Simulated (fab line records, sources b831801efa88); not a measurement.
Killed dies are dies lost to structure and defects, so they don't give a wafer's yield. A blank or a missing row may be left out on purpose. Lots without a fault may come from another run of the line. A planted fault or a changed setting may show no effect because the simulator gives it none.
A struck lot beside a sound one | flow sfq_line | 43 steps out of a route of 325
Sound: wafers L821.2, L821.4, L821.5. Struck: wafers L820.3, L820.4, L820.6. The cause comes at the end.
At each step with rows: each side's tool, then ch and its chambers, then its first start. Under that, the readings that differ: sound wafers | struck wafers | difference of the means | sigmas: that difference in standard deviations of wafers without a fault.
alike: readings whose means differ by less than 2 such deviations, and words and numbers that are the same on both sides. not compared: withheld readings, readings that some wafer has no value for, bounds like >300 that may hide the same value, and numbers for which the record gives no deviation and whose values overlap.
The two part at a step that has a row with sigmas, a row that says differs or no value, or rows on one side only. Numbers that don't overlap but have no deviation are shown without sigmas and don't part them. A reading that every wafer of one side lacks parts them only if that side has two wafers or more.

SFQ_TRILAYER_JJ_CE_BARC_OPEN_RIE_150: chemistry O2, target BARC, target depth 240 nm, time 80 s.
  sound on rie_metal-03 ch 1, day 63 17:58; struck on rie_metal-03 ch 1, day 63 16:48
  alike: bias_w, drypump_motor_current_A, oes_product_au
  not compared: rf_hours_counter_h
then, 10 steps without rows for these wafers: SFQ_TRILAYER_JJ_CE_ETCH_RIE_118 (chemistry SF6, target Nb, stops on Al2O3, time 97.7 s, target depth 170 nm); SFQ_TRILAYER_JJ_ANODIZE_ANODIZE_119; SFQ_TRILAYER_JJ_CE_STRIP_STRIP_120 (strips in O2); SFQ_TRILAYER_JJ_CE_STRIP_SOLV_CLEAN_121 (cleans in NMP, time 600 s); SFQ_TRILAYER_M5_LITHO_COAT_128 (resist thk 62 nm); SFQ_TRILAYER_M5_LITHO_COAT_123 (resist thk 600 nm); SFQ_TRILAYER_M5_LITHO_SOFTBAKE_127; SFQ_TRILAYER_M5_LITHO_EXPOSE_124 (exposes mask M5, target cd 700 nm); SFQ_TRILAYER_M5_LITHO_PEB_126 (peb time 60 s); SFQ_TRILAYER_M5_LITHO_DEVELOP_125 (time 60 s).
-- the record jumps here: 6 days lie between the struck wafers' starts before and after --
SFQ_M5_OVL_MEAS_932:
  sound on overlay-01, day 69 15:43; struck on overlay-02, day 69 14:31
  alike: M5_OVL
SFQ_TRILAYER_M5_BARC_OPEN_METAL_ETCH_161: etches BARC in O2, target depth 125 nm, time 41.7 s.
  sound on rie_metal-02 ch 0, day 69 15:45; struck on rie_metal-01 ch 0,1, day 69 14:34
  no value came back on the struck wafers for any of 5 readings (bias_w (W), chamber_pressure_mTorr (mTorr) and others); on the sound wafers bias_w (W) reads 80.00 80.18 79.78
  reading                                             | sound           | struck            | difference | sigmas
  model.KrF_of_TRILAYER_M5_LITHO_COAT_123.thk_nm (nm) | 522.2 521 523.3 | 576.4 576.6 577.6 | +54.7      |
  not compared: rf_hours_counter_h
SFQ_TRILAYER_M5_ETCH_METAL_ETCH_126: etches Nb in Cl2/BCl3, stops on SiO2, time 203.2 s, target depth 265 nm.
  sound on rie_metal-02 ch 0, day 69 15:48; struck on rie_metal-01 ch 0,1, day 69 14:40
  reading                                             | sound             | struck            | difference | sigmas
  oes_product_au (a.u.)                               | 0.726 0.737 0.736 | 0.378 0.376 0.377 | -0.356     | -52
  model.KrF_of_TRILAYER_M5_LITHO_COAT_123.thk_nm (nm) | 370.3 368.5 372   | 423 422.1 424.8   | +53        |
  alike: bias_w, chamber_pressure_mTorr, drypump_motor_current_A
  not compared: rf_hours_counter_h
then, 3 steps without rows for these wafers: SFQ_TRILAYER_M5_STRIP_STRIP_127 (strips in O2); SFQ_TRILAYER_M5_STRIP_SOLV_CLEAN_128 (cleans in NMP, time 600 s); SFQ_TRILAYER_A5B_DEP_PECVD_129 (deposits SiO2 from SiH4/N2O, time 133.33 s, target thk 600 nm).
SFQ_TRILAYER_A5B_CMP_CMP_130: polishes, stops on Nb, target thk 340.7 nm.
  sound on cmp-01 ch 0,1, day 69 17:53; struck on cmp-02 ch 0,2,3, day 69 16:50
  reading                    | sound             | struck            | difference | sigmas
  slurry_filter_dp_kPa (kPa) | 13.23 13.05 13.38 | 13.33 13.50 13.63 | +0.27      | +2
  alike: motor_current_A, retaining_ring_pressure_frac
SFQ_TRILAYER_A5B_METRO_MEASURE_131:
  sound on film_metro-02, day 69 20:35; struck on film_metro-04, day 69 19:14
  alike: thk_nm
SFQ_TRILAYER_R5_DEP_SPUTTER_132: material Ti, target thk 5 nm, time 5 s.
  sound on pvd_sputter-04, day 69 21:35; struck on pvd_sputter-03, day 69 20:02
  alike: throttle_valve_pct
then, 2 steps without rows for these wafers: SFQ_TRILAYER_R5_DEP_SPUTTER_133 (material MoNx, target thk 40 nm, time 66.7 s); SFQ_TRILAYER_R5_DEP_SPUTTER_134 (material Ti, target thk 5 nm, time 5 s).
SFQ_R5_RS_MEAS_933: measures by four-point-probe.
  sound on film_metro-01, day 69 21:42; struck on film_metro-03, day 69 20:10
  alike: R5_MONX_RS
SFQ_R5_THK_MEAS_934: measures by xrf.
  sound on film_metro-01, day 69 21:49; struck on film_metro-03, day 69 20:16
  alike: R5_MONX_THK
then, 3 steps without rows for these wafers: SFQ_TRILAYER_R5_LITHO_COAT_141 (resist thk 62 nm); SFQ_TRILAYER_R5_LITHO_COAT_136 (resist thk 600 nm); SFQ_TRILAYER_R5_LITHO_SOFTBAKE_140.
SFQ_TRILAYER_R5_LITHO_EXPOSE_137: exposes mask R5, target cd 500 nm.
  sound on krf_scanner-02 ch 0, day 69 23:13; struck on krf_scanner-02, day 69 21:28
  no value came back on the struck wafers for exposure_dose_mJ_cm2, focus_offset_nm (nm), reticle_temp_C (C); on the sound wafers exposure_dose_mJ_cm2 reads 14.387 14.404 14.397
  alike: mask
then, 2 steps without rows for these wafers: SFQ_TRILAYER_R5_LITHO_PEB_139 (peb time 60 s); SFQ_TRILAYER_R5_LITHO_DEVELOP_138 (time 60 s).
SFQ_R5_OVL_MEAS_935:
  sound on overlay-02, day 70 00:31; struck on overlay-01, day 69 22:34
  reading     | sound | struck | difference                    | sigmas
  R5_OVL (nm) | 1 5 7 | - - -  | no value on the struck wafers |
SFQ_TRILAYER_R5_BARC_OPEN_METAL_ETCH_177: etches BARC in O2, target depth 125 nm, time 41.7 s.
  sound on rie_metal-01 ch 0,1, day 70 00:33; struck on rie_metal-01 ch 0,1, day 69 22:37
  alike: bias_w, chamber_pressure_mTorr, drypump_motor_current_A, oes_product_au
  not compared: rf_hours_counter_h
then, 9 steps without rows for these wafers: SFQ_TRILAYER_R5_ETCH_METAL_ETCH_139 (etches the open film in Cl2, stops on SiO2, target depth 60 nm, time 40 s); SFQ_TRILAYER_R5_STRIP_STRIP_140 (strips in O2); SFQ_TRILAYER_R5_STRIP_SOLV_CLEAN_141 (cleans in NMP, time 600 s); SFQ_TRILAYER_A5C_DEP_PECVD_142 (deposits SiO2 from SiH4/N2O, time 15.556 s, target thk 70 nm); SFQ_TRILAYER_I5_LITHO_COAT_149 (resist thk 62 nm); SFQ_TRILAYER_I5_LITHO_COAT_144 (resist thk 650 nm); SFQ_TRILAYER_I5_LITHO_SOFTBAKE_148; SFQ_TRILAYER_I5_LITHO_PEB_147 (peb time 60 s); SFQ_TRILAYER_I5_LITHO_DEVELOP_146 (time 60 s).
-- the record jumps here: 5 days lie between the struck wafers' starts before and after --
SFQ_TRILAYER_I5_ETCH_VIA_ETCH_147: etches the open film in CHF3, stops on Nb, target depth 360 nm.
  sound on rie_diel-01 ch 0,1,3, day 75 04:13; struck on rie_diel-03 ch 0,2,3, day 75 03:01
  reading               | sound             | struck            | difference                    | sigmas
  oes_product_au (a.u.) | 0.987 0.994 0.999 | 0.378 0.375 0.378 | -0.616                        | -99 or more
  model.I5.cd_nm (nm)   | 696.7 699 698.2   | - - -             | no value on the struck wafers |
  alike: bias_w, chamber_pressure_mTorr, drypump_motor_current_A
-- the record jumps here: 14 days lie between the struck wafers' starts before and after --
SFQ_M8_BOW_MEAS_951:
  sound on film_metro-03, day 89 08:34; struck on film_metro-01, day 88 21:47
  reading                       | sound                | struck | difference | sigmas
  model.etest.r5.comb_log10_ohm | 12 12 12             | 0 0 0  | -12        |
  model.etest.m5.comb_log10_ohm | 12 12 12             | 0 0 0  | -12        |
  model.etest.jj.g_times        | 0.9883 0.9903 0.9942 | 0 0 0  | -1         |
  alike: M8_BOW

WHERE THEY PART
First at SFQ_TRILAYER_M5_BARC_OPEN_METAL_ETCH_161; last, within this record, at SFQ_TRILAYER_I5_ETCH_VIA_ETCH_147. Later steps at which nothing parts them and some readings are alike: SFQ_M8_BOW_MEAS_951.

WHY: what the simulator had put in
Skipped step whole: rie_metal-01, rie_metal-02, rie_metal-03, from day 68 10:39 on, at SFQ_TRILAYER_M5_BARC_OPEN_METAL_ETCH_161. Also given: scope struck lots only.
